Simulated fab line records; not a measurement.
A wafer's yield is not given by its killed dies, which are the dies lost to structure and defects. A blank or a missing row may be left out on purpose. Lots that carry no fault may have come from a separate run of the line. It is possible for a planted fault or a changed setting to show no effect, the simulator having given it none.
Which tool did it? :: flow gf180mcu :: Sampling: 14 lots, 42 wafers, 4 of 602 route steps

WHAT THE GAUGES READ, wafer by wafer
GF_SAB_OVL_MEAS_10. Usual: SAB_OVL gives -0.6 nm (standard deviation 1.2).
lot: L541
measured: day 15 04:50
on: overlay-01
SAB_OVL (nm): -2.4 -1.8 -1.1
flag: 

lot: L542
measured: day 15 15:37
on: overlay-02
SAB_OVL (nm): -1.2 -0.2 1.0
flag: 

lot: L543
measured: day 15 19:14
on: overlay-01
SAB_OVL (nm): -0.4 1.2 -1.1
flag: 

lot: L544
measured: day 16 05:59
on: overlay-02
SAB_OVL (nm): -0.4 -0.3 -0.6
flag: 

lot: L545
measured: day 16 17:08
on: overlay-01
SAB_OVL (nm): 0.1 0.0 0.3
flag: 

lot: L547
measured: day 17 12:01
on: overlay-01
SAB_OVL (nm): 0.0 -0.3 -0.1
flag: 

lot: L548
measured: day 17 21:44
on: overlay-01
SAB_OVL (nm): -1.5 -2.4 -1.3
flag: 

lot: L549
measured: day 18 03:44
on: overlay-02
SAB_OVL (nm): -1.6 -2.0 -2.7
flag: 

lot: L550
measured: day 18 08:02
on: overlay-02
SAB_OVL (nm): -0.5 -1.6 -1.9
flag: 

lot: L551
measured: day 19 00:07
on: overlay-02
SAB_OVL (nm): -1.2 0.5 0.9
flag: 

lot: L552
measured: day 19 05:17
on: overlay-02
SAB_OVL (nm): -1.1 -0.8 -2.5
flag: 

lot: L560
measured: day 22 05:19
on: overlay-02
SAB_OVL (nm): 0.6 -1.1 -0.4
flag: 

lot: L563
measured: day 22 19:52
on: overlay-02
SAB_OVL (nm): 0.7 -0.3 0.2
flag: 

lot: L564
measured: day 23 06:36
on: overlay-01
SAB_OVL (nm): -2.6 -2.8 -3.4
flag: 

GF_CONTACT_BOW_MEAS_05. Usual: CONTACT_BOW gives 65 um (standard deviation 6.4).
lot: L541
measured: day 15 06:17
on: film_metro-04
CONTACT_BOW (um): 62 66 72
flag: 

lot: L542
measured: day 15 17:04
on: film_metro-04
CONTACT_BOW (um): 63 53 52
flag: 

lot: L543
measured: day 15 20:43
on: film_metro-04
CONTACT_BOW (um): 69 62 68
flag: 

lot: L544
measured: day 16 07:28
on: film_metro-03
CONTACT_BOW (um): 61 59 63
flag: 

lot: L545
measured: day 16 18:35
on: film_metro-03
CONTACT_BOW (um): 61 70 55
flag: 

lot: L547
measured: day 17 13:28
on: film_metro-04
CONTACT_BOW (um): 84 76 67
flag: 

lot: L548
measured: day 17 23:13
on: film_metro-04
CONTACT_BOW (um): 71 75 69
flag: 

lot: L549
measured: day 18 05:11
on: film_metro-03
CONTACT_BOW (um): 63 67 65
flag: 

lot: L550
measured: day 18 09:28
on: film_metro-03
CONTACT_BOW (um): 60 73 61
flag: 

lot: L551
measured: day 19 01:33
on: film_metro-03
CONTACT_BOW (um): 59 56 66
flag: 

lot: L552
measured: day 19 06:44
on: film_metro-03
CONTACT_BOW (um): 64 70 66
flag: 

lot: L560
measured: day 22 06:47
on: film_metro-03
CONTACT_BOW (um): 61 64 52
flag: 

lot: L563
measured: day 22 21:18
on: film_metro-03
CONTACT_BOW (um): 52 71 63
flag: 

lot: L564
measured: day 23 08:11
on: film_metro-01
CONTACT_BOW (um): 68 58 64
flag: 

WHAT TOOL EACH LOT RAN ON (gives the tool, then ch and the chambers of the sampled wafers, and finally the start)
lot: L541
GF_VT_IMPLANT_IMPLANT_08: implanter-04 ch 0, day 5 15:26
GF_VT_IMPLANT_STRIP_42: plasma_asher-03 ch 1, day 7 13:43

lot: L542
GF_VT_IMPLANT_IMPLANT_08: implanter-01 ch 0, day 5 21:42
GF_VT_IMPLANT_STRIP_42: plasma_asher-04 ch 0, day 7 20:25

lot: L543
GF_VT_IMPLANT_IMPLANT_08: implanter-01 ch 0, day 6 04:31
GF_VT_IMPLANT_STRIP_42: plasma_asher-03 ch 0,1, day 8 03:56

lot: L544
GF_VT_IMPLANT_IMPLANT_08: implanter-03 ch 0, day 6 09:13
GF_VT_IMPLANT_STRIP_42: plasma_asher-02 ch 0,1, day 8 10:16

lot: L545
GF_VT_IMPLANT_IMPLANT_08: implanter-03 ch 0, day 6 16:06
GF_VT_IMPLANT_STRIP_42: plasma_asher-04 ch 0,1, day 8 16:50

lot: L547
GF_VT_IMPLANT_IMPLANT_08: implanter-01 ch 0, day 7 07:17
GF_VT_IMPLANT_STRIP_42: plasma_asher-04 ch 0,1, day 9 08:06

lot: L548
GF_VT_IMPLANT_IMPLANT_08: implanter-01 ch 0, day 7 13:19
GF_VT_IMPLANT_STRIP_42: plasma_asher-02 ch 0,1, day 9 14:13

lot: L549
GF_VT_IMPLANT_IMPLANT_08: implanter-03 ch 0, day 7 18:29
GF_VT_IMPLANT_STRIP_42: plasma_asher-03 ch 0,1, day 9 21:04

lot: L550
GF_VT_IMPLANT_IMPLANT_08: implanter-03 ch 0, day 7 22:08
GF_VT_IMPLANT_STRIP_42: plasma_asher-03 ch 0,1, day 10 00:13

lot: L551
GF_VT_IMPLANT_IMPLANT_08: implanter-04 ch 0, day 8 07:01
GF_VT_IMPLANT_STRIP_42: plasma_asher-02 ch 0,1, day 10 09:24

lot: L552
GF_VT_IMPLANT_IMPLANT_08: implanter-04 ch 0, day 8 11:40
GF_VT_IMPLANT_STRIP_42: plasma_asher-02 ch 0,1, day 10 15:16

lot: L560
GF_VT_IMPLANT_IMPLANT_08: implanter-01 ch 0, day 10 14:02
GF_VT_IMPLANT_STRIP_42: plasma_asher-04 ch 0,1, day 12 23:43

lot: L563
GF_VT_IMPLANT_IMPLANT_08: implanter-01 ch 0, day 11 04:58
GF_VT_IMPLANT_STRIP_42: plasma_asher-04 ch 0,1, day 13 15:14

lot: L564
GF_VT_IMPLANT_IMPLANT_08: implanter-03 ch 0, day 11 14:32
GF_VT_IMPLANT_STRIP_42: plasma_asher-04 ch 0,1, day 14 01:53
- GF_VT_IMPLANT_IMPLANT_08
- GF_VT_IMPLANT_STRIP_42: strips in O2/N2.

AS READ BY THE TOOLS THEMSELVES (means over the sampled wafers that have a number; for cases with no such wafer, the mark the record gives instead)
GF_VT_IMPLANT_IMPLANT_08. Usual: tilt_deg 6.997 degrees, standard deviation 0.021.
lot: L541
tool: implanter-04
tilt_deg (degrees): 6.995
flag: 

lot: L542
tool: implanter-01
tilt_deg (degrees): 6.981
flag: 

lot: L543
tool: implanter-01
tilt_deg (degrees): 7.023
flag: 

lot: L544
tool: implanter-03
tilt_deg (degrees): 7.004
flag: 

lot: L545
tool: implanter-03
tilt_deg (degrees): 7.020
flag: 

lot: L547
tool: implanter-01
tilt_deg (degrees): 6.995
flag: 

lot: L548
tool: implanter-01
tilt_deg (degrees): 6.969
flag: 

lot: L549
tool: implanter-03
tilt_deg (degrees): 6.981
flag: 

lot: L550
tool: implanter-03
tilt_deg (degrees): 7.026
flag: 

lot: L551
tool: implanter-04
tilt_deg (degrees): 6.985
flag: 

lot: L552
tool: implanter-04
tilt_deg (degrees): 7.001
flag: 

lot: L560
tool: implanter-01
tilt_deg (degrees): 6.530
flag: OFF

lot: L563
tool: implanter-01
tilt_deg (degrees): 6.503
flag: OFF

lot: L564
tool: implanter-03
tilt_deg (degrees): 7.011
flag: 

GF_VT_IMPLANT_STRIP_42. Usual: drypump_motor_current_A 6.0 A, standard deviation 0.64; heater_power_w 338 W, standard deviation 22; oes_product_au 0.716 a.u., standard deviation 0.0046; strip_time_to_endpoint_s 12.64 s, standard deviation 0.037.
lot: L541
tool: plasma_asher-03
drypump_motor_current_A (A): 6.0
heater_power_w (W): 304
oes_product_au (a.u.): 0.720
strip_time_to_endpoint_s (s): 12.64
flag: 

lot: L542
tool: plasma_asher-04
drypump_motor_current_A (A): 6.7
heater_power_w (W): 327
oes_product_au (a.u.): 0.715
strip_time_to_endpoint_s (s): 12.66
flag: 

lot: L543
tool: plasma_asher-03
drypump_motor_current_A (A): 6.4
heater_power_w (W): 337
oes_product_au (a.u.): 0.717
strip_time_to_endpoint_s (s): 12.62
flag: 

lot: L544
tool: plasma_asher-02
drypump_motor_current_A (A): 5.8
heater_power_w (W): 330
oes_product_au (a.u.): 0.712
strip_time_to_endpoint_s (s): 12.66
flag: 

lot: L545
tool: plasma_asher-04
drypump_motor_current_A (A): 5.4
heater_power_w (W): 351
oes_product_au (a.u.): 0.717
strip_time_to_endpoint_s (s): 12.62
flag: 

lot: L547
tool: plasma_asher-04
drypump_motor_current_A (A): 5.4
heater_power_w (W): 350
oes_product_au (a.u.): 0.717
strip_time_to_endpoint_s (s): 12.64
flag: 

lot: L548
tool: plasma_asher-02
drypump_motor_current_A (A): 6.0
heater_power_w (W): 345
oes_product_au (a.u.): 0.716
strip_time_to_endpoint_s (s): 12.56
flag: 

lot: L549
tool: plasma_asher-03
drypump_motor_current_A (A): 6.4
heater_power_w (W): 345
oes_product_au (a.u.): 0.720
strip_time_to_endpoint_s (s): 12.62
flag: 

lot: L550
tool: plasma_asher-03
drypump_motor_current_A (A): 6.4
heater_power_w (W): 338
oes_product_au (a.u.): 0.716
strip_time_to_endpoint_s (s): 12.68
flag: 

lot: L551
tool: plasma_asher-02
drypump_motor_current_A (A): 5.8
heater_power_w (W): 331
oes_product_au (a.u.): 0.717
strip_time_to_endpoint_s (s): 12.67
flag: 

lot: L552
tool: plasma_asher-02
drypump_motor_current_A (A): 5.8
heater_power_w (W): 328
oes_product_au (a.u.): 0.719
strip_time_to_endpoint_s (s): 12.63
flag: 

lot: L560
tool: plasma_asher-04
drypump_motor_current_A (A): 6.0
heater_power_w (W): 341
oes_product_au (a.u.): 0.717
strip_time_to_endpoint_s (s): 12.62
flag: 

lot: L563
tool: plasma_asher-04
drypump_motor_current_A (A): 6.0
heater_power_w (W): 340
oes_product_au (a.u.): 0.717
strip_time_to_endpoint_s (s): 12.64
flag: 

lot: L564
tool: plasma_asher-04
drypump_motor_current_A (A): 5.4
heater_power_w (W): 347
oes_product_au (a.u.): 0.719
strip_time_to_endpoint_s (s): 12.62
flag: 

THE ANSWER, worked out from the rows above alone
Rule: lot off if the mean of its wafers having a number is beyond 3 standard deviations from the usual mean. A lot without any number at a reading at which 4 lots or more have one is off too. Where the step has rows for the other lots, those lots are counted as sound. First the gauges in route order, then the tools' own readings, where a lot's mean is used as printed above. The first step at which some lot is off is used, and at that step the reading that is off furthest; a lot without a number counts as furthest.
Off: L560, L563 (GF_VT_IMPLANT_IMPLANT_08, tilt_deg).
A tool fits if, at that step or a process step before it, it ran every lot that is off, and no sound lot after the first of them. One fits: GF_VT_IMPLANT_IMPLANT_08 on implanter-01. Its last sound lot is L548 (day 7 13:19), its first lot that is off L560 (day 10 14:02): a fault that began between those two fits.
The tool's own readings at GF_VT_IMPLANT_IMPLANT_08 bear it out: on the lots that are off they differ by more than 5 times the standard deviation of the sound lots' means. tilt_deg reads 6.517 degrees there against 6.999 degrees on the sound lots.

WHAT THE SIMULATOR HAD PUT IN
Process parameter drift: implanter-01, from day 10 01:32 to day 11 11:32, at GF_VT_IMPLANT_IMPLANT_08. From 7, the setting tilt_deg moved by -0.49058. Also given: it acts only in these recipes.
Lots struck among those shown: L560, L563. The rule given above showed the same thing.
